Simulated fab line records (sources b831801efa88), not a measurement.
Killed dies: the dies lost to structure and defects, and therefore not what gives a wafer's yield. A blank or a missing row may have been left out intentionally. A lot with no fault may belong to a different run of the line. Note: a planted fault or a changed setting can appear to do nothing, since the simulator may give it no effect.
fab line records | flow gf180mcu | part 2 of 2: steps 25 to 33 of 33
record: lots: 5 | wafers: 15 | lastDay: 34
route steps=602 shown V2@396 M3@409
lots that met no fault: taken from a fault-free run of the same line
startH: hours from the record's opening day to when the first of the lot's shown wafers began | waitH: hours from the lot's prior step to this one | " unchanged from the row above | L1.1+2: several wafers, shown together as one row | - either no value or no given start | * or withheld: withheld | < > ~ a bound
route shown NAME@n: NAME is a module with steps in the file, n the number in the route of the first one | usual: the fault-free wafers' mean and standard deviation | same: alike in all rows | chamber/n: place in a boat | sites: readings site by site | _std_site: their standard deviation | _edge_site: mean of outer sites minus mean of inner sites | radiusMm: for every site, how far away it sits from the centre of the wafer | mask NAME#n: copy n | behind: the last tool/chamber to shape the wafer | hold: what put the lot on hold/how long, in hours/how the hold closed | device: whichever transistor did not switch (one of n, p or np) | end of line: the route-end tests of the same wafers | a step without rows: its recipe alone | killed: dies lost to structure and defects at the first sort, not the wafer's yield | map: a wafer's dies, marking killed ones x, the rest . and places with no die _
set.NAME: the run value of the setting; set.NAME@STEP: its run value at that earlier step | model.NAME: the simulator's own value behind a step, which no gauge read
lots at some steps of the route; a table a step, a row a wafer
services: the hour from which a tool's chamber was out of use, counted from the record's first day as startH (under 0 if before that day), plus the number of hours and why
== steps ==
step: GF_M3_EXPOSE_11
recipe: maskId: Metal3 | targetCdNm: 280 | na: 0.68 | sourceShape: conventional | sigmaOuter: 0.6 | doseMj: 28
same: sigmaOuter: 0.6
lot.wafer  | tool          | chamber | startH | waitH | mask
L080.2+3+5 | krfScanner-02 | 0       | -      | -     | Metal3#0
L082.1+3+4 | krfScanner-02 | 0       | -      | -     | Metal3#0
L083.2+5+6 | krfScanner-01 | 0       | -      | -     | Metal3#0
L088.1+4+6 | krfScanner-02 | 0       | -      | -     | Metal3#0
L095.4+5+6 | krfScanner-02 | 0       | -      | -     | Metal3#0
step: GF_M3_PEB_12
recipe: pebTempC: 135 | pebTimeS: 90 | resist: KrF
usual: chillPlateTempC: 22.96/0.11
same: pebTimeS: 90
lot.wafer | tool          | chamber | startH | waitH | chillPlateTempC
L080.2    | lithoTrack-01 | 0       | -      | -     | 23.10
L080.3    | "             | 0       | "      | "     | 22.88
L080.5    | "             | 0       | "      | "     | 22.96
L082.1    | lithoTrack-04 | 0       | -      | -     | 22.94
L082.3    | "             | 0       | "      | "     | 23.16
L082.4    | "             | 0       | "      | "     | 23.13
L083.2    | lithoTrack-02 | 0       | -      | -     | 23.00
L083.5    | "             | 0       | "      | "     | 23.10
L083.6    | "             | 0       | "      | "     | 23.04
L088.1    | lithoTrack-02 | 0       | -      | -     | 23.01
L088.4    | "             | 0       | "      | "     | 22.87
L088.6    | "             | 0       | "      | "     | 23.04
L095.4    | lithoTrack-01 | 0       | -      | -     | 22.77
L095.5    | "             | 0       | "      | "     | 22.79
L095.6    | "             | 0       | "      | "     | 22.83
step: GF_M3_DEVELOP_13
recipe: developTimeS: 60 | devTempC: 21
usual: chillPlateTempC: 23.00/0.11
lot.wafer | tool          | chamber | startH | waitH | chillPlateTempC
L080.2    | lithoTrack-01 | 0       | 536.53 | 0.2   | 23.14
L080.3    | "             | 0       | "      | "     | 22.92
L080.5    | "             | 0       | "      | "     | 23.08
L082.1    | lithoTrack-04 | 0       | 558.12 | 0.2   | 23.29
L082.3    | "             | 0       | "      | "     | 23.25
L082.4    | "             | 0       | "      | "     | 23.11
L083.2    | lithoTrack-02 | 0       | 562.87 | 0.2   | 22.97
L083.5    | "             | 0       | "      | "     | 22.92
L083.6    | "             | 0       | "      | "     | 23.01
L088.1    | lithoTrack-02 | 0       | 609.89 | 0.2   | 22.90
L088.4    | "             | 0       | "      | "     | 22.74
L088.6    | "             | 0       | "      | "     | 22.88
L095.4    | lithoTrack-01 | 0       | 655.68 | 0.1   | 22.95
L095.5    | "             | 0       | "      | "     | 23.15
L095.6    | "             | 0       | "      | "     | 23.15
step: GF_M3_CD_MEAS_14
recipe: targetCdNm: 280
usual: cdNm: 279.8/1.2
lot.wafer | tool     | chamber | startH | waitH | cdNm
L080.2    | cdSem-02 | -       | 536.67 | 0.1   | 278.5
L080.3    | "        | -       | "      | "     | 279.5
L080.5    | "        | -       | "      | "     | 278.4
L082.1    | cdSem-02 | -       | 558.27 | 0.1   | 279.9
L082.3    | "        | -       | "      | "     | 279.4
L082.4    | "        | -       | "      | "     | 280.6
L083.2    | cdSem-01 | -       | 563.01 | 0.1   | 281.0
L083.5    | "        | -       | "      | "     | 280.8
L083.6    | "        | -       | "      | "     | 280.5
L088.1    | cdSem-01 | -       | 610.04 | 0.1   | 281.4
L088.4    | "        | -       | "      | "     | 281.1
L088.6    | "        | -       | "      | "     | 282.1
L095.4    | cdSem-01 | -       | 655.81 | 0.1   | 279.0
L095.5    | "        | -       | "      | "     | 279.6
L095.6    | "        | -       | "      | "     | 279.2
step: GF_M3_OVL_MEAS_15
usual: M3_OVL: -4/5.7
lot.wafer | tool       | chamber | startH | waitH | M3_OVL[nm]
L080.2    | overlay-01 | -       | 536.78 | 0.1   | -9
L080.3    | "          | -       | "      | "     | -9
L080.5    | "          | -       | "      | "     | -6
L082.1    | overlay-01 | -       | 558.40 | 0.1   | -8
L082.3    | "          | -       | "      | "     | -10
L082.4    | "          | -       | "      | "     | -8
L083.2    | overlay-01 | -       | 563.12 | 0.1   | -7
L083.5    | "          | -       | "      | "     | 2
L083.6    | "          | -       | "      | "     | -15
L088.1    | overlay-01 | -       | 610.16 | 0.1   | -5
L088.4    | "          | -       | "      | "     | -11
L088.6    | "          | -       | "      | "     | -13
L095.4    | overlay-01 | -       | 655.89 | 0.1   | -8
L095.5    | "          | -       | "      | "     | -11
L095.6    | "          | -       | "      | "     | -10
step: GF_M3_METAL_ETCH_16
recipe: chemistry: Cl2/BCl3 | maskMaterial: KrF | targetDepthNm: 627.5 | stopOn: SiO2 | pressureMtorr: 8 | icpW: 800 | biasW: 140 | Cl2_flow_sccm: 80 | bcl3FlowSccm: 40 | timeS: 104.6
usual: biasW: 140.0/0.39 | drypumpMotorCurrentA: 5.6/0.51 | heBacksideLeakSccm: 3.31/0.29 | oesProductAu: 0.971/0.0066 | rfFwdPowerW: 795.7/2.7 | throttleValvePct: 28.252/0.01
lot.wafer | tool        | chamber | startH | waitH | biasW | drypumpMotorCurrentA | heBacksideLeakSccm | oesProductAu | rfFwdPowerW | rfHoursCounterH | throttleValvePct
L080.2    | rieMetal-03 | 0       | 536.84 | 0.1   | 140.1 | 6.7                  | 3.52               | 0.974        | 797.7       | -               | 28.255
L080.3    | "           | 0       | "      | "     | 139.5 | 6.7                  | 3.46               | 0.967        | 801.0       | -               | 28.250
L080.5    | "           | 0       | "      | "     | 139.9 | 6.7                  | 3.44               | 0.971        | 794.6       | -               | 28.253
L082.1    | rieMetal-01 | 1       | 558.43 | 0.0   | 140.2 | 5.8                  | 3.03               | 0.975        | 796.4       | 10              | 28.259
L082.3    | "           | 1       | "      | "     | 139.8 | 5.8                  | 3.09               | 0.976        | 794.8       | -               | 28.248
L082.4    | "           | 0       | "      | "     | 139.9 | 5.7                  | 5.77               | 0.977        | 793.7       | -               | 28.241
L083.2    | rieMetal-01 | 1       | 563.15 | 0.0   | 140.6 | 5.8                  | 3.01               | 0.974        | 798.6       | 11              | 28.262
L083.5    | "           | 1       | "      | "     | 139.6 | 5.8                  | 3.08               | 0.968        | 798.7       | -               | 28.250
L083.6    | "           | 0       | "      | "     | 139.6 | 5.7                  | 3.03               | 0.969        | 792.5       | -               | 28.247
L088.1    | rieMetal-01 | 1       | 610.20 | 0.0   | 140.2 | 5.8                  | 2.99               | 0.965        | 799.8       | 12              | 28.259
L088.4    | "           | 1       | "      | "     | 140.3 | 5.8                  | 2.97               | 0.969        | 798.6       | -               | 28.262
L088.6    | "           | 0       | "      | "     | 139.8 | 5.7                  | 3.49               | 0.960        | 795.5       | -               | 28.255
L095.4    | rieMetal-03 | 1       | 655.94 | 0.0   | 140.5 | 5.4                  | 3.52               | 0.966        | 799.1       | -               | 28.253
L095.5    | "           | 0       | "      | "     | 140.2 | 6.7                  | 3.31               | 0.973        | 797.7       | -               | 28.248
L095.6    | "           | 1       | "      | "     | 140.4 | 5.4                  | 3.46               | 0.965        | 796.9       | -               | 28.269
step: GF_M3_STRIP_17
recipe: chemistry: O2/N2 | powerW: 1400 | pressureMtorr: 1500 | platenTempC: 250 | o2FlowSccm: 3000 | n2FlowSccm: 300 | overashFraction: 0.5
usual: drypumpMotorCurrentA: 5.93/0.23 | heaterPowerW: 350/27 | o2FlowSccm: 3000/8.6 | oesProductAu: 0.558/0.005 | stripTimeToEndpointS: 7.87/0.054
lot.wafer | tool           | chamber | startH | waitH | drypumpMotorCurrentA | heaterPowerW | o2FlowSccm | oesProductAu | rfHoursCounterH | stripTimeToEndpointS
L080.2    | plasmaAsher-04 | 0       | 537.03 | 0.1   | 6.17                 | 369          | 2993       | 0.556        | 12              | 7.87
L080.3    | "              | 0       | "      | "     | 6.16                 | 358          | 3000       | 0.553        | -               | 7.84
L080.5    | "              | 0       | "      | "     | 6.16                 | 359          | 2999       | 0.555        | -               | 7.85
L082.1    | plasmaAsher-02 | 0       | 558.55 | 0.1   | 6.19                 | 374          | 3010       | 0.559        | 46              | 7.85
L082.3    | "              | 0       | "      | "     | 6.20                 | 379          | 3003       | 0.559        | -               | 7.84
L082.4    | "              | 1       | "      | "     | 5.98                 | 319          | 2991       | 0.561        | -               | 7.89
L083.2    | plasmaAsher-04 | 1       | 563.26 | 0.1   | 5.83                 | 386          | 2991       | 0.558        | 15              | 7.86
L083.5    | "              | 1       | "      | "     | 5.82                 | 372          | 2993       | 0.562        | -               | 7.87
L083.6    | "              | 0       | "      | "     | 6.16                 | 364          | 3012       | 0.556        | -               | 7.86
L088.1    | plasmaAsher-02 | 0       | 610.31 | 0.1   | 6.17                 | 367          | 3011       | 0.555        | 52              | 7.90
L088.4    | "              | 1       | "      | "     | 5.97                 | 305          | 2998       | 0.562        | -               | 7.83
L088.6    | "              | 0       | "      | "     | 6.20                 | 378          | 3010       | 0.562        | -               | 7.93
L095.4    | plasmaAsher-03 | 0       | 656.05 | 0.1   | 5.46                 | 319          | 2994       | 0.561        | -               | 7.96
L095.5    | "              | 0       | "      | "     | 5.47                 | 323          | 2988       | 0.552        | -               | 7.89
L095.6    | "              | 1       | "      | "     | 5.81                 | 327          | 2989       | 0.557        | -               | 7.95
step: GF_M3_STRIP_18
recipe: chemistry: postEtchResidueRemover | timeS: 1200 | tempC: 72.5
usual: tempC: 72.52/0.11
lot.wafer | tool        | chamber | startH | waitH | tempC
L080.2    | wetBench-03 | 0       | 537.13 | 0.1   | 72.47
L080.3    | "           | 0       | "      | "     | 72.68
L080.5    | "           | 0       | "      | "     | 72.52
L082.1    | wetBench-04 | 3       | 558.65 | 0.1   | 72.50
L082.3    | "           | 3       | "      | "     | 72.40
L082.4    | "           | 3       | "      | "     | 72.38
L083.2    | wetBench-04 | 3       | 563.36 | 0.1   | 72.51
L083.5    | "           | 3       | "      | "     | 72.47
L083.6    | "           | 3       | "      | "     | 72.52
L088.1    | wetBench-04 | 1       | 610.41 | 0.1   | 72.68
L088.4    | "           | 1       | "      | "     | 72.56
L088.6    | "           | 1       | "      | "     | 72.46
L095.4    | wetBench-02 | 2       | 656.12 | 0.0   | 72.46
L095.5    | "           | 2       | "      | "     | 72.56
L095.6    | "           | 2       | "      | "     | 72.57
step: GF_M3_CLEAN_19
recipe: chemistry: DIW | dry: n2Spin
lot.wafer  | tool        | chamber | startH | waitH
L080.2+3+5 | wetBench-04 | 1       | 537.82 | 0.0
L082.1+3+4 | wetBench-02 | 1       | 558.99 | 0.0
L083.2+5+6 | wetBench-03 | 0       | 563.70 | 0.0
L088.1+4+6 | wetBench-03 | 3       | 610.78 | 0.0
L095.4+5+6 | wetBench-04 | 3       | 656.46 | 0.0
== services ==
tool           | chamber | startH | hours | kind
krfScanner-02  | -       | 512.75 | 1.0   | pm
rieDiel-01     | 3       | 515.46 | 3.3   | repair
plasmaAsher-03 | -       | 517.88 | 13.3  | repair
cvdW-01        | -       | 520.15 | 6.9   | pm
krfScanner-02  | -       | 524.87 | 1.3   | pm
pvdSputter-03  | -       | 528.77 | 2.3   | repair
rieDiel-01     | 2       | 529.65 | 5.2   | repair
rieMetal-01    | -       | 535.48 | 3.0   | repair
rieMetal-03    | 1       | 536.29 | 6.4   | repair
rieDiel-02     | 2       | 549.95 | 2.7   | repair
rieDiel-02     | 3       | 551.45 | 3.5   | repair
rieDiel-01     | 3       | 578.89 | 19.4  | repair
krfScanner-02  | -       | 582.19 | 4.0   | pm
rieDiel-02     | -       | 588.04 | 2.8   | pm
cmp-02         | -       | 617.42 | 1.7   | repair
wetBench-04    | -       | 627.22 | 0.7   | repair
cmp-02         | -       | 629.26 | 4.4   | pm
rieMetal-01    | 1       | 631.94 | 7.4   | repair
cmp-02         | -       | 646.84 | 2.4   | repair
rieDiel-02     | 0       | 648.75 | 5.9   | repair
plasmaAsher-02 | -       | 648.83 | 1.2   | repair
cmp-02         | -       | 649.94 | 2.2   | repair
rieDiel-02     | 1       | 652.70 | 8.2   | repair
krfScanner-02  | -       | 653.55 | 0.8   | pm
